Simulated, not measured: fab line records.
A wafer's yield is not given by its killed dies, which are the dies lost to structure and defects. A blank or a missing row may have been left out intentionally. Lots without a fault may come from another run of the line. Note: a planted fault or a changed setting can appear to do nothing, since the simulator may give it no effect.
What tool caused it? / flow sky130 / Sampling: 13 lots, 38 wafers, 5 of 708 route steps

== WHAT EACH GAUGE READ, for each wafer ==
SKY_FIELD_ISO_THK_MEAS_02. Usual: FIELD_ISO_OXIDATION_00_THK typically reads 12.13 nm, with standard deviation 0.17.
lot=L156; measured=day 1 16:44; on=film_metro-02; FIELD_ISO_OXIDATION_00_THK (nm)=12.33 12.30 12.26; flag=
lot=L157; measured=day 1 22:06; on=film_metro-02; FIELD_ISO_OXIDATION_00_THK (nm)=12.00 12.26 12.43; flag=
lot=L158; measured=day 2 02:45; on=film_metro-02; FIELD_ISO_OXIDATION_00_THK (nm)=12.13 12.06 12.04; flag=
lot=L159; measured=day 2 08:44; on=film_metro-04; FIELD_ISO_OXIDATION_00_THK (nm)=12.19 12.30 12.27; flag=
lot=L160; measured=day 2 12:51; on=film_metro-02; FIELD_ISO_OXIDATION_00_THK (nm)=11.90 11.96 12.05; flag=
lot=L161; measured=day 2 18:56; on=film_metro-04; FIELD_ISO_OXIDATION_00_THK (nm)=12.13 12.02 12.17; flag=
lot=L162; measured=day 2 22:38; on=film_metro-02; FIELD_ISO_OXIDATION_00_THK (nm)=12.13 12.17 12.13; flag=
lot=L163; measured=day 3 04:52; on=film_metro-04; FIELD_ISO_OXIDATION_00_THK (nm)=12.00 11.82 12.06; flag=
lot=L164; measured=day 3 08:38; on=film_metro-02; FIELD_ISO_OXIDATION_00_THK (nm)=12.40 12.35 12.33; flag=
lot=L166; measured=day 3 18:49; on=film_metro-02; FIELD_ISO_OXIDATION_00_THK (nm)=11.84 11.72; flag=
lot=L175; measured=day 5 15:49; on=film_metro-02; FIELD_ISO_OXIDATION_00_THK (nm)=11.83 12.06 11.88; flag=
lot=L176; measured=day 5 20:39; on=film_metro-04; FIELD_ISO_OXIDATION_00_THK (nm)=12.35 12.35 12.15; flag=
lot=L177; measured=day 6 01:38; on=film_metro-02; FIELD_ISO_OXIDATION_00_THK (nm)=12.13 12.15 12.30; flag=

SKY_NWELL_TW_MEAS_15. Usual: NWELL_TW typically reads 1820, with standard deviation 12.
lot=L156; measured=day 4 19:16; on=film_metro-02; NWELL_TW=1799 1804 1809; flag=
lot=L157; measured=day 5 01:55; on=film_metro-03; NWELL_TW=1824 1824 1820; flag=
lot=L158; measured=day 5 05:43; on=film_metro-03; NWELL_TW=1825 1830 1824; flag=
lot=L159; measured=day 5 18:22; on=film_metro-03; NWELL_TW=1825 1826 1813; flag=
lot=L160; measured=day 5 20:49; on=film_metro-02; NWELL_TW=1800 1797 1807; flag=
lot=L161; measured=day 6 01:15; on=film_metro-03; NWELL_TW=1812 1822 1832; flag=
lot=L162; measured=day 6 09:31; on=film_metro-03; NWELL_TW=1830 1841 1832; flag=
lot=L163; measured=day 6 15:31; on=film_metro-03; NWELL_TW=1822 1841 1829; flag=
lot=L164; measured=day 6 17:49; on=film_metro-02; NWELL_TW=1814 1808 1810; flag=
lot=L166; measured=day 7 07:58; on=film_metro-01; NWELL_TW=1823 1831; flag=
lot=L175; measured=day 9 09:01; on=film_metro-01; NWELL_TW=1832 1821 1839; flag=
lot=L176; measured=day 9 12:07; on=film_metro-01; NWELL_TW=1833 1828 1823; flag=
lot=L177; measured=day 9 21:10; on=film_metro-02; NWELL_TW=1797 1782 1798; flag=

SKY_VT_ADJUST_HVTP_TW_MEAS_11. Usual: VT_ADJUST_HVTP_TW typically reads 1352, with standard deviation 12.
lot=L156; measured=day 6 08:21; on=film_metro-03; VT_ADJUST_HVTP_TW=1369 1369 1356; flag=
lot=L157; measured=day 6 15:45; on=film_metro-02; VT_ADJUST_HVTP_TW=1348 1351 1353; flag=
lot=L158; measured=day 6 19:11; on=film_metro-02; VT_ADJUST_HVTP_TW=1351 1351 1345; flag=
lot=L159; measured=day 7 08:59; on=film_metro-03; VT_ADJUST_HVTP_TW=1366 1367 1373; flag=
lot=L160; measured=day 7 11:30; on=film_metro-03; VT_ADJUST_HVTP_TW=1370 1364 1371; flag=
lot=L161; measured=day 7 15:41; on=film_metro-02; VT_ADJUST_HVTP_TW=1355 1362 1355; flag=
lot=L162; measured=day 7 23:59; on=film_metro-03; VT_ADJUST_HVTP_TW=1366 1363 1366; flag=
lot=L163; measured=day 8 07:13; on=film_metro-04; VT_ADJUST_HVTP_TW=1335 1327 1342; flag=
lot=L164; measured=day 8 10:02; on=film_metro-03; VT_ADJUST_HVTP_TW=1365 1358 1361; flag=
lot=L166; measured=day 9 01:35; on=film_metro-04; VT_ADJUST_HVTP_TW=1206 1198; flag=OFF
lot=L175; measured=day 11 07:22; on=film_metro-04; VT_ADJUST_HVTP_TW=1345 1349 1350; flag=
lot=L176; measured=day 11 09:34; on=film_metro-02; VT_ADJUST_HVTP_TW=1340 1338 1346; flag=
lot=L177; measured=day 11 19:26; on=film_metro-03; VT_ADJUST_HVTP_TW=1366 1358 1371; flag=

== EACH LOT AND THE TOOL THAT RAN IT (in order: tool; ch and the chambers of the sampled wafers; start) ==
lot=L156; SKY_NWELL_RTA_28=rtp_anneal-02 ch 0, day 5 13:49; SKY_VT_ADJUST_HVTP_IMPLANT_09=implanter-01 ch 0, day 6 08:09
lot=L157; SKY_NWELL_RTA_28=rtp_anneal-01 ch 0, day 5 20:18; SKY_VT_ADJUST_HVTP_IMPLANT_09=implanter-03 ch 0, day 6 15:32
lot=L158; SKY_NWELL_RTA_28=rtp_anneal-02 ch 0, day 6 00:23; SKY_VT_ADJUST_HVTP_IMPLANT_09=implanter-02 ch 0, day 6 18:56
lot=L159; SKY_NWELL_RTA_28=rtp_anneal-01 ch 0, day 6 13:16; SKY_VT_ADJUST_HVTP_IMPLANT_09=implanter-01 ch 0, day 7 08:44
lot=L160; SKY_NWELL_RTA_28=rtp_anneal-02 ch 0, day 6 16:05; SKY_VT_ADJUST_HVTP_IMPLANT_09=implanter-03 ch 0, day 7 11:16
lot=L161; SKY_NWELL_RTA_28=rtp_anneal-01 ch 0, day 6 19:52; SKY_VT_ADJUST_HVTP_IMPLANT_09=implanter-01 ch 0, day 7 15:26
lot=L162; SKY_NWELL_RTA_28=rtp_anneal-01 ch 0, day 7 04:14; SKY_VT_ADJUST_HVTP_IMPLANT_09=implanter-03 ch 0, day 7 23:44
lot=L163; SKY_NWELL_RTA_28=rtp_anneal-02 ch 0, day 7 10:19; SKY_VT_ADJUST_HVTP_IMPLANT_09=implanter-03 ch 0, day 8 06:59
lot=L164; SKY_NWELL_RTA_28=rtp_anneal-01 ch 0, day 7 12:49; SKY_VT_ADJUST_HVTP_IMPLANT_09=implanter-03 ch 0, day 8 09:47
lot=L166; SKY_NWELL_RTA_28=rtp_anneal-01 ch 0, day 8 04:32; SKY_VT_ADJUST_HVTP_IMPLANT_09=implanter-03 ch 0, day 9 01:22
lot=L175; SKY_NWELL_RTA_28=rtp_anneal-01 ch 0, day 10 07:35; SKY_VT_ADJUST_HVTP_IMPLANT_09=implanter-02 ch 0, day 11 07:07
lot=L176; SKY_NWELL_RTA_28=rtp_anneal-02 ch 0, day 10 10:06; SKY_VT_ADJUST_HVTP_IMPLANT_09=implanter-01 ch 0, day 11 09:20
lot=L177; SKY_NWELL_RTA_28=rtp_anneal-01 ch 0, day 10 19:38; SKY_VT_ADJUST_HVTP_IMPLANT_09=implanter-02 ch 0, day 11 19:12
- SKY_NWELL_RTA_28: time 30 s.
- SKY_VT_ADJUST_HVTP_IMPLANT_09

== WHAT THE TOOLS THEMSELVES READ (means of the sampled wafers that have a number; where no wafer has one, the mark that the record gives instead) ==
SKY_NWELL_RTA_28. Usual: lamp_power_pct 25.30 %, standard deviation 0.057; wafer_temp_C_max 1054.8, standard deviation 0.97.
lot=L156; tool=rtp_anneal-02; lamp_power_pct (%)=25.30; wafer_temp_C_max=1054.6; flag=
lot=L157; tool=rtp_anneal-01; lamp_power_pct (%)=25.27; wafer_temp_C_max=1055.0; flag=
lot=L158; tool=rtp_anneal-02; lamp_power_pct (%)=25.30; wafer_temp_C_max=1054.2; flag=
lot=L159; tool=rtp_anneal-01; lamp_power_pct (%)=25.30; wafer_temp_C_max=1054.4; flag=
lot=L160; tool=rtp_anneal-02; lamp_power_pct (%)=25.25; wafer_temp_C_max=1054.5; flag=
lot=L161; tool=rtp_anneal-01; lamp_power_pct (%)=25.33; wafer_temp_C_max=1055.4; flag=
lot=L162; tool=rtp_anneal-01; lamp_power_pct (%)=25.32; wafer_temp_C_max=1054.3; flag=
lot=L163; tool=rtp_anneal-02; lamp_power_pct (%)=25.29; wafer_temp_C_max=1054.3; flag=
lot=L164; tool=rtp_anneal-01; lamp_power_pct (%)=25.32; wafer_temp_C_max=1055.2; flag=
lot=L166; tool=rtp_anneal-01; lamp_power_pct (%)=25.33; wafer_temp_C_max=1054.2; flag=
lot=L175; tool=rtp_anneal-01; lamp_power_pct (%)=25.33; wafer_temp_C_max=1053.7; flag=
lot=L176; tool=rtp_anneal-02; lamp_power_pct (%)=25.27; wafer_temp_C_max=1054.6; flag=
lot=L177; tool=rtp_anneal-01; lamp_power_pct (%)=25.32; wafer_temp_C_max=1054.7; flag=

== THE ANSWER, worked out from the rows above alone ==
Rule: a lot is off if the mean of its wafers that have a number lies more than 3 standard deviations from the usual mean. A lot without any number at a reading at which 4 lots or more have one is off too. All remaining lots with rows at the step are treated as sound. First the gauges in route order, then the tools' own readings, where a lot's mean is used as printed above. At the first step where some lot is off, the reading lying furthest off is the one used; lots without a number count as furthest.
Off: L166, seen at SKY_VT_ADJUST_HVTP_TW_MEAS_11 (VT_ADJUST_HVTP_TW).
If a tool, at a process step before that reading, ran all the lots that are off and no sound lot after the first of them, it fits. The gauges at SKY_VT_ADJUST_HVTP_TW_MEAS_11 are tried like those tools. One fits: SKY_VT_ADJUST_HVTP_IMPLANT_09 on implanter-03. A fault onset in the window from L164 (day 8 09:47, its last sound lot) to L166 (day 9 01:22, its first lot off) fits.

== WHAT THE SIMULATOR HAD INSERTED ==
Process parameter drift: implanter-03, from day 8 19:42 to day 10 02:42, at SKY_VT_ADJUST_HVTP_IMPLANT_09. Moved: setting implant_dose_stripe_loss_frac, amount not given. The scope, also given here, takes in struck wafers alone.
Struck lots among those shown: L166. The same result came from the rule above.
